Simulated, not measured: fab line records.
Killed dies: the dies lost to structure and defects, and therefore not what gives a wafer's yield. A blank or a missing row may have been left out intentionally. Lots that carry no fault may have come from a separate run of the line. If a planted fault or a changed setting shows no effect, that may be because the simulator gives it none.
A struck lot beside a sound one / flow sky130 / 18 steps out of a route of 708
Sound: these wafers, L697.1, L697.5, L697.6. Wafers struck: L704.4, L704.5, L704.6. The cause comes at the end.
At each step with rows: each side's tool, then ch and its chambers, then its first start. Under that, the readings that differ: sound wafers / struck wafers / difference of the means / sigmas: that difference in standard deviations of wafers without a fault.
alike: same words and numbers on both sides, and readings whose means sit less than 2 such deviations apart. not compared: any withheld reading, any reading some wafer has no value for, any bound like >300 that may hide the same value, and any number with overlapping values for which the record gives no deviation.
A row with sigmas, a row that says differs or no value, or rows on one side alone: a step with any of these is where the two part. Non-overlapping numbers with no deviation appear without sigmas and do not part them. A reading missing from all wafers of one side parts the sides only when that side holds two or more wafers.

first, 1 step without rows for these wafers: SKY_PWDE_IMPLANT_08.
SKY_PWDE_STRIP_09: strips in O2/N2.
  sound on plasma-asher-03 ch 0,1, day 4 10:19; struck on plasma-asher-03 ch 0,1, day 6 03:56
  alike: drypump-motor-current-A, o2-flow-sccm, oes-product-au, strip-time-to-endpoint-s
  not compared: rf-hours-counter-h
SKY_PWDE_TW_MEAS_10:
  sound: film-metro-03 at day 4 10:25; struck: film-metro-03 at day 6 04:02
  alike: PWDE_TW
then, 7 steps without rows for these wafers: SKY_NWELL_DEHYDRATE_03 (time 60 s); SKY_NWELL_HMDS_04 (prime time 60 s); SKY_NWELL_COAT_05 (resist thk 3000 nm); SKY_NWELL_SOFTBAKE_06; SKY_NWELL_EXPOSE_07 (exposes mask NWM, target cd 840 nm); SKY_NWELL_PEB_08; SKY_NWELL_DEVELOP_09 (develop time 60 s).
SKY_NWELL_OVL_MEAS_10:
  sound: overlay-01 at day 5 03:43; struck: overlay-02 at day 6 23:30
  alike: NWELL_00_OVL
after that, 1 step had no rows for these wafers: SKY_NWELL_IMPLANT_11.
SKY_NWELL_IMPLANT_12:
  sound on implanter-04 ch 0, day 5 03:54; struck on implanter-03 ch 0, day 6 23:44
reading=implant-ion-amu; sound=31 31 31; struck=75 75 75; difference=+44; sigmas=
reading=model.implant.rp-nm (nm); sound=148.6 148.6 148.6; struck=68.66 68.66 68.66; difference=-79.94; sigmas=
after that, 1 step had no rows for these wafers: SKY_NWELL_IMPLANT_13.
SKY_NWELL_STRIP_14: strips in O2/N2.
  sound on plasma-asher-03 ch 0,1, day 5 04:12; struck on plasma-asher-03 ch 0,1, day 7 00:00
  alike: drypump-motor-current-A, o2-flow-sccm, oes-product-au, strip-time-to-endpoint-s
  not compared: rf-hours-counter-h
SKY_NWELL_TW_MEAS_15:
  sound: film-metro-02 at day 5 04:18; struck: film-metro-02 at day 7 00:05
reading=NWELL_TW; sound=1813 1813 1810; struck=1848 1875 1863; difference=+50; sigmas=+5
then, 1 step without rows for these wafers: SKY_NWELL_DEHYDRATE_16 (time 60 s).
-- the record jumps here: 41 days lie between the struck wafers' starts before and after (it left off in module NWELL and takes up again in module PAD_OPEN, whose first step shown is number 708 of the route) --
SKY_PAD_OPEN_PROBE_99:
  sound: prober-02 at day 46 10:08; struck: prober-01 at day 47 23:15
reading=killed-at-front-end; sound=9 13 17; struck=29 16 21; difference=+9; sigmas=+2
reading=model.etest.nfet_16v.r-on-ohm-um; sound=1.404e+04 1.416e+04 1.412e+04; struck=1.304e+04 1.305e+04 1.304e+04; difference=-1.063e+03; sigmas=
reading=model.etest.tip-p.rs-ohm-sq; sound=6960 6982 6981; struck=7564 7570 7599; difference=+603; sigmas=
reading=model.etest.pfet_16v.r-on-ohm-um; sound=1.5e+04 1.5e+04 1.507e+04; struck=1.616e+04 1.621e+04 1.633e+04; difference=+1.210e+03; sigmas=
reading=model.etest.pfet-g5v0d10v5.r-on-ohm-um; sound=4767 4769 4752; struck=5369 5408 5394; difference=+628; sigmas=
reading=model.etest.pfet_01v8.r-on-ohm-um; sound=2958 2970 2949; struck=3187 3171 3190; difference=+224; sigmas=
reading=model.etest.tip_p_5v.rs-ohm-sq; sound=2831 2848 2844; struck=3038 3022 2989; difference=+175; sigmas=
reading=model.etest.pfet-g5v0d10v5.drive-ua-um; sound=342.8 341.8 344.7; struck=300.4 295.1 297.9; difference=-45.3; sigmas=
reading=model.etest.pfet_01v8_lvt.drive-ua-um; sound=172.9 171.6 173.8; struck=136.9 138 137; difference=-35.5; sigmas=
  alike: killed_at_M0_to_M3, killed_at_M4_up, killed-at-contacts, killed-at-other, killed-dies, killed-open, killed-short

## WHERE THEY PART
Earliest at SKY_NWELL_TW_MEAS_15; latest, in this record, at SKY_PAD_OPEN_PROBE_99.

WHY: whatever the simulator had introduced
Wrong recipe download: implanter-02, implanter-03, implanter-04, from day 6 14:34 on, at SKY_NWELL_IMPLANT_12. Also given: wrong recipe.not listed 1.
